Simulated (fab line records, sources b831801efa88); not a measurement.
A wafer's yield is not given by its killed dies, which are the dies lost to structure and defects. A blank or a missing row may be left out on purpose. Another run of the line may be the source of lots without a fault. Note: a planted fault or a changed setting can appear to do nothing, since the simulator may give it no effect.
2 desks, one fault / flow sky130 / each desk holds nothing but its own numbers, with what lay behind them at the end

== THE TOOL OWNER'S DESK: litho track-02 ==
Per lot that ran on this tool, the mean of the sampled wafers carrying a number, from the tool's own readings at SKY_METAL1_SOFTBAKE_11 (time 90 s). If a lot's mean is further than 4 standard deviations from the usual mean, the lot is out of limits and carries the mark OUT (the distance appears in the brackets).
Columns: A = run length s at SKY_METAL1_SOFTBAKE_11, usual 119.07 s
lot=L622; first seen here=day 32 01:00; A=118.84
lot=L626; first seen here=day 37 02:00; A=118.96
lot=L636; first seen here=day 37 14:00; A=123.22 (+15) OUT
Finding of this desk: L636 out of limits; the first was L636 at day 37 14:00, on run length s at SKY_METAL1_SOFTBAKE_11. Within limits: L622, L626.

== THE METROLOGY DESK ==
Lot by lot, what the gauges showed, no matter which tool ran the lot: averages of those sampled wafers that carry a number. If a lot's mean is further than 4 standard deviations from the usual mean, the lot is out of limits and carries the mark OUT (the distance appears in the brackets).
Columns: A = METAL1_ALCU_RS at SKY_METAL1_RS_MEAS_05, usual 0.1274 ohm/sq; B = METAL1_ALCU_THK at SKY_METAL1_THK_MEAS_06, usual 243 nm
lot=L622; first seen here=day 31 11:16; A=0.1271; B=243
lot=L626; first seen here=day 36 13:50; A=0.1283; B=238
lot=L636; first seen here=day 37 01:48; A=0.1275; B=243
lot=L638; first seen here=day 37 03:55; A=0.1284; B=244
lot=L640; first seen here=day 37 13:32; A=0.1277; B=243
Result from this desk: across the 5 lots, nothing is out of limits.

== BROUGHT TOGETHER ==
An alarm could have come from the tool owner's desk at day 37 14:00, on L636.
The metrology desk saw nothing out of limits.
The metrology desk has L636 on record, within its limits.
SKY_METAL1_SOFTBAKE_11 was run on litho track-02 by each of the lots named.

== WHAT THE SIMULATOR HAD PUT IN ==
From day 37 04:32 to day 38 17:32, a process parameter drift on litho track-02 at SKY_METAL1_SOFTBAKE_11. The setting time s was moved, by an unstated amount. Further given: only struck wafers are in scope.
Shown lots that were struck: L636.
Delay in hours, fault start to first out-of-limits reading, by desk: the tool owner's desk at 9.
